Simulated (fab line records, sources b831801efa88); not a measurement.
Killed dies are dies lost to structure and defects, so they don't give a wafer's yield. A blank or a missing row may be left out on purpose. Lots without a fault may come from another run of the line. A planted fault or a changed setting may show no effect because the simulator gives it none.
Chamber matching | flow gf180mcu | GF_STI_ETCH_13 on rie_diel-01: 4 sister chambers
The step etches the open film in CHF3/O2, stops on Si, target depth 282.31 nm, time 112.9 s. 8 wafers are shown with their chamber, then 7 later ones without.

WAFERS WITH THEIR CHAMBER
wafer  | chamber | drypump_motor_current_A (A) | throttle_valve_pct (%)
L659.1 | 3       | 6.0                         | 8.798
L660.3 | 2       | 5.9                         | 8.807
L661.5 | 3       | 6.1                         | 8.811
L663.2 | 0       | 5.1                         | 8.809
L663.3 | 2       | 5.8                         | 8.823
L663.4 | 1       | 4.7                         | 8.822
L670.2 | 1       | 4.7                         | 8.804
L670.3 | 0       | 5.1                         | 8.818

WAFERS WITHOUT THEIR CHAMBER
wafer  | drypump_motor_current_A (A) | throttle_valve_pct (%)
L670.6 | 5.1                         | 8.796
L678.2 | 5.1                         | 8.805
L678.4 | 5.8                         | 8.815
L678.5 | 5.9                         | 8.798
L679.3 | 5.1                         | 8.805
L679.4 | 5.8                         | 8.808
L679.6 | 5.8                         | 8.811

WHICH CHAMBER EACH WENT THROUGH
wafer  | from the rows above     | in truth
L670.6 | 0                       | 0
L678.2 | 0                       | 0
L678.4 | 2                       | 2
L678.5 | can't be placed: 2 or 3 | 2
L679.3 | 0                       | 0
L679.4 | 2                       | 2
L679.6 | 2                       | 2
Placed correctly: 6 of 7. Can't be placed from these rows: 1 (the true chamber is among the candidates in 1). Placed wrongly: 0.
How it was worked out, from the rows above alone: a wafer's distance from a chamber is the root of the sum, over the readings, of the square of ((its reading less the chamber's mean) divided by the reading's scatter). The wafer belongs to the nearest chamber; if the next one is less than 2 further off, it can't be placed. A chamber's mean is the mean of its shown wafers. The scatter: the root of (the sum of the squares of (reading less its chamber's mean) over the shown wafers, divided by (wafers less chambers)).
